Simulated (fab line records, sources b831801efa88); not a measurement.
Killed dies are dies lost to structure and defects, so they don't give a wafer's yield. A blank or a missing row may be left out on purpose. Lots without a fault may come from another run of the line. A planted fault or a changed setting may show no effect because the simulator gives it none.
Which tool did it? | flow gf180mcu | 11 lots, 33 wafers sampled, at 5 steps of a route of 602

WHAT THE GAUGES READ, wafer by wafer
GF_M1_OVL_MEAS_15. Usual: M1_OVL 0 nm, standard deviation 5.3.
lot  | measured     | on         | M1_OVL (nm) | flag
L510 | day 17 09:35 | overlay-01 | -4 -2 -4    |
L511 | day 17 11:49 | overlay-02 | 0 1 2       |
L514 | day 18 15:14 | overlay-01 | -2 -7 8     |
L515 | day 19 10:02 | overlay-01 | -4 -6 1     |
L517 | day 19 22:11 | overlay-01 | 2 -4 -3     |
L518 | day 20 04:53 | overlay-01 | 0 -7 -4     |
L521 | day 21 08:34 | overlay-01 | -3 0 -2     |
L527 | day 23 05:46 | overlay-01 | -1 8 3      |
L530 | day 24 08:35 | overlay-02 | -7 -6 1     |
L531 | day 24 17:49 | overlay-01 | 9 4 -4      |
L532 | day 24 22:25 | overlay-02 | -5 -10 1    |

GF_V1_RS_MEAS_24: measures by four-point-probe. Usual: V1_W_RS 0.329 ohm/sq, standard deviation 0.0036.
lot  | measured     | on            | V1_W_RS (ohm/sq)  | flag
L510 | day 18 11:28 | film_metro-02 | 0.327 0.330 0.329 |
L511 | day 18 13:52 | film_metro-01 | 0.330 0.328 0.332 |
L514 | day 19 17:49 | film_metro-03 | 0.326 0.324 0.330 |
L515 | day 20 13:01 | film_metro-01 | 0.327 0.326 0.327 |
L517 | day 21 00:58 | film_metro-03 | 0.326 0.326 0.330 |
L518 | day 21 06:49 | film_metro-03 | 0.328 0.324 0.322 |
L521 | day 22 10:38 | film_metro-03 | 0.326 0.327 0.329 |
L527 | day 24 06:54 | film_metro-03 | 0.329 0.328 0.330 |
L530 | day 25 09:13 | film_metro-01 | 0.349 0.350 0.333 | OFF
L531 | day 25 17:01 | film_metro-03 | 0.349 0.333 0.345 | OFF
L532 | day 25 21:32 | film_metro-03 | 0.328 0.330 0.323 |

GF_V1_THK_MEAS_25: measures by xrf. Usual: V1_W_THK 342 nm, standard deviation 5.1.
lot  | measured     | on            | V1_W_THK (nm) | flag
L510 | day 18 11:33 | film_metro-02 | 342 338 341   |
L511 | day 18 13:58 | film_metro-01 | 339 342 338   |
L514 | day 19 17:55 | film_metro-03 | 347 350 343   |
L515 | day 20 13:07 | film_metro-01 | 343 345 345   |
L517 | day 21 01:05 | film_metro-03 | 347 347 344   |
L518 | day 21 06:55 | film_metro-03 | 345 348 351   |
L521 | day 22 10:45 | film_metro-03 | 349 346 345   |
L527 | day 24 07:01 | film_metro-03 | 342 343 341   |
L530 | day 25 09:20 | film_metro-01 | 324 323 340   |
L531 | day 25 17:08 | film_metro-03 | 324 338 327   |
L532 | day 25 21:38 | film_metro-03 | 344 340 350   |

WHICH TOOL RAN EACH LOT (tool, then ch and the chambers of the sampled wafers, then the start)
lot  | GF_V1_ETCH_16                      | GF_V1_CVD_23
L510 | rie_diel-04 ch 0,1,2, day 18 10:32 | cvd_w-01 ch 0,1, day 18 11:20
L511 | rie_diel-01 ch 0,1,2, day 18 12:58 | cvd_w-02 ch 0,1, day 18 13:46
L514 | rie_diel-02 ch 1,2,3, day 19 16:53 | cvd_w-01 ch 0,1, day 19 17:41
L515 | rie_diel-02 ch 0,1,3, day 20 12:05 | cvd_w-01 ch 0,1, day 20 12:53
L517 | rie_diel-02 ch 0,1,3, day 21 00:05 | cvd_w-02 ch 0,1, day 21 00:50
L518 | rie_diel-02 ch 0,2,3, day 21 05:53 | cvd_w-01 ch 0,1, day 21 06:41
L521 | rie_diel-04 ch 0,1,2, day 22 09:46 | cvd_w-01 ch 0, day 22 10:31
L527 | rie_diel-04 ch 0,1, day 24 05:57   | cvd_w-02 ch 0,1, day 24 06:47
L530 | rie_diel-04 ch 0,1, day 25 08:17   | cvd_w-02 ch 0,1, day 25 09:05
L531 | rie_diel-02 ch 0,2,3, day 25 16:08 | cvd_w-02 ch 0,1, day 25 16:53
L532 | rie_diel-01 ch 1,3, day 25 20:35   | cvd_w-01 ch 0,1, day 25 21:25
- GF_V1_ETCH_16: etches BARC in N2/H2.
- GF_V1_CVD_23: deposits W, target thk 350 nm, time 105.05 s.

WHAT THE TOOLS THEMSELVES READ (means of the sampled wafers that have a number; where no wafer has one, the mark that the record gives instead)
GF_V1_ETCH_16. Usual: drypump_motor_current_A 5.7 A, standard deviation 0.37; oes_product_au 0.855 a.u., standard deviation 0.0047; throttle_valve_pct 13.225 %, standard deviation 0.0092.
lot  | tool        | drypump_motor_current_A (A) | oes_product_au (a.u.) | throttle_valve_pct (%) | flag
L510 | rie_diel-04 | 5.7                         | 0.855                 | 13.221                 |
L511 | rie_diel-01 | 5.6                         | 0.849                 | 13.229                 |
L514 | rie_diel-02 | 5.6                         | 0.852                 | 13.222                 |
L515 | rie_diel-02 | 5.6                         | 0.857                 | 13.223                 |
L517 | rie_diel-02 | 5.6                         | 0.860                 | 13.227                 |
L518 | rie_diel-02 | 5.7                         | 0.853                 | 13.221                 |
L521 | rie_diel-04 | 5.7                         | 0.855                 | 13.224                 |
L527 | rie_diel-04 | 5.5                         | 0.855                 | 13.220                 |
L530 | rie_diel-04 | 5.6                         | 0.859                 | 13.235                 |
L531 | rie_diel-02 | 5.7                         | 0.858                 | 13.224                 |
L532 | rie_diel-01 | 5.5                         | 0.855                 | 13.218                 |

GF_V1_CVD_23. Usual: heater_power_w 832 W, standard deviation 64; susceptor_temp_C 399.96 C, standard deviation 0.25.
lot  | tool     | heater_power_w (W) | susceptor_temp_C (C) | flag
L510 | cvd_w-01 | 819                | 399.78               |
L511 | cvd_w-02 | 846                | 400.09               |
L514 | cvd_w-01 | 828                | 400.08               |
L515 | cvd_w-01 | 829                | 399.89               |
L517 | cvd_w-02 | 858                | 399.73               |
L518 | cvd_w-01 | 834                | 400.12               |
L521 | cvd_w-01 | 873                | 400.01               |
L527 | cvd_w-02 | 811                | 400.13               |
L530 | cvd_w-02 | 810                | 400.26               |
L531 | cvd_w-02 | 805                | 399.79               |
L532 | cvd_w-01 | 840                | 399.84               |

THE ANSWER, worked out from the rows above alone
Rule: a lot is off if the mean of its wafers that have a number lies more than 3 standard deviations from the usual mean. A lot without any number at a reading at which 4 lots or more have one is off too. The other lots that the step has rows for count as sound. The gauges are gone through in route order, then the tools' own readings, and for those a lot's mean is taken as printed above. The first step at which some lot is off is used, and at that step the reading that is off furthest; a lot without a number counts as furthest.
Off: L530, L531, at GF_V1_RS_MEAS_24 (V1_W_RS).
A tool fits if, at a process step before that reading, it ran every lot that is off, and no sound lot after the first of them. The gauges at GF_V1_RS_MEAS_24 are tried like those tools. One fits: cvd_w-02 at GF_V1_CVD_23. Its last sound lot is L527 (day 24 06:47), its first lot that is off L530 (day 25 09:05): a fault that began between those two fits.

WHAT THE SIMULATOR HAD PUT IN
Process parameter drift: cvd_w-02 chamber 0, from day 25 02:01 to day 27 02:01, at GF_V1_CVD_23. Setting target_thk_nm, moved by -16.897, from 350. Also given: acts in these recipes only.
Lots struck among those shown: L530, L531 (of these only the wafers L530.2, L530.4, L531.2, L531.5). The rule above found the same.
